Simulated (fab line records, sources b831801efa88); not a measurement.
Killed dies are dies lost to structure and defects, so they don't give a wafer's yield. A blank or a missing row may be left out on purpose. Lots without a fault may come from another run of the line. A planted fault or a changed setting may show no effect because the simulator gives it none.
Split-lot experiment | flow gf180mcu | 5 lots, 23 wafers read, on a route of 602 steps

THE SPLIT
At GF_TOP_METAL_EXPOSE_11 (exposes mask MetalTop, target cd 440 nm), the setting dose_mj was moved away from the recipe's 170 on 8 of the 23 wafers read, by -6.5% to +6.4%. The other wafers ran this setting at the recipe's value.

FROM THE SPLIT TO THE READING: what the file shows between them, 2 steps
- GF_TOP_METAL_PEB_12
- GF_TOP_METAL_DEVELOP_13: develop time 60 s

THE READING
cd_nm, in nm, at GF_TOP_METAL_CD_MEAS_14 (target cd 440 nm). Fault-free wafers of this fab line usually give 439.9 nm, standard deviation 2 nm.

wafer  | tool, chamber at the split | dose_mj as run | against the recipe | cd_nm, nm | against lot-mates on the recipe
L076.2 | iline_stepper-01, 0        | 178            | +4.7%              | 430.2     | -12.6
L076.3 | iline_stepper-01, 0        | 170            | recipe             | 441.2     | -
L076.4 | iline_stepper-01, 0        | 170            | recipe             | 444.3     | -
L076.5 | iline_stepper-01, 0        | 178            | +4.7%              | 427.2     | -15.6
L076.6 | iline_stepper-01, 0        | 178            | +4.7%              | 428.3     | -14.4
L079.2 | iline_stepper-02, 0        | 170            | recipe             | 439.6     | -
L079.3 | iline_stepper-02, 0        | 170            | recipe             | 440.4     | -
L079.6 | iline_stepper-02, 0        | 170            | recipe             | 438.9     | -
L082.2 | iline_stepper-01, 0        | 180.8          | +6.4%              | 418.8     | -16.6
L082.3 | iline_stepper-01, 0        | 180.8          | +6.4%              | 418.8     | -16.6
L082.4 | iline_stepper-01, 0        | 180.8          | +6.4%              | 419.8     | -15.6
L082.5 | iline_stepper-01, 0        | 170            | recipe             | 435.2     | -
L082.6 | iline_stepper-01, 0        | 170            | recipe             | 435.7     | -
L083.1 | iline_stepper-02, 0        | 170            | recipe             | 441.0     | -
L083.3 | iline_stepper-02, 0        | 158.9          | -6.5%              | 459.3     | +18.9
L083.4 | iline_stepper-02, 0        | 170            | recipe             | 440.6     | -
L083.5 | iline_stepper-02, 0        | 158.9          | -6.5%              | 460.3     | +19.9
L083.6 | iline_stepper-02, 0        | 170            | recipe             | 439.7     | -
L084.1 | iline_stepper-02, 0        | 170            | recipe             | 441.6     | -
L084.3 | iline_stepper-02, 0        | 170            | recipe             | 439.1     | -
L084.4 | iline_stepper-02, 0        | 170            | recipe             | 441.5     | -
L084.5 | iline_stepper-02, 0        | 170            | recipe             | 440.2     | -
L084.6 | iline_stepper-02, 0        | 170            | recipe             | 442.9     | -

THE FIT
A straight line over all 23 wafers: cd_nm changes by -3.01 nm for each +1% of dose_mj; r = -0.98; the points scatter about the line by 2.3 nm.
The same after taking each lot's own level away (the mean of its wafers on the recipe; 23 wafers): -2.81 nm for each +1%; r = -0.99; scatter 1.2 nm.
On that fit, the largest move of dose_mj shifts the reading by 18 nm.
The lots' own levels span 435.45 to 442.75 nm, that is 3.7 times the standard deviation above.
So the lot-to-lot level changes the slope little: the two slopes agree.
Check: with one of the wafers moved furthest among these (-6.5%) left out of the fit, the line predicts +18.4 nm for it against its lot-mates. It came out at +18.9 nm against them.

OTHER SPLITS ON THESE WAFERS
These wafers also went through other splits before the reading. Each is held against what the fit with the lots' levels taken away leaves over:
other split on the same wafers  | wafers away from the commonest value | r with cd_nm (lot level and that fit taken away)
GF_M4_METAL_ETCH_16 icp_w       | 9                                    | -0.13
GF_MIM_SPUTTER_01 time_s        | 10                                   | -0.15
GF_M5_EXPOSE_04 dose_mj         | 5                                    | -0.08
GF_M5_ETCH_09 source_w          | 9                                    | +0.08
GF_V5_CMP_04 leave_above_ref_nm | 8                                    | +0.08
GF_V5_PEB_12 peb_temp_c         | 7                                    | -0.39
GF_TOP_METAL_SPUTTER_02 time_s  | 11                                   | +0.41

THE FILE'S OWN FIT
cd_nm changes by -2.82 nm for each +1% of dose_mj, r = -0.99.
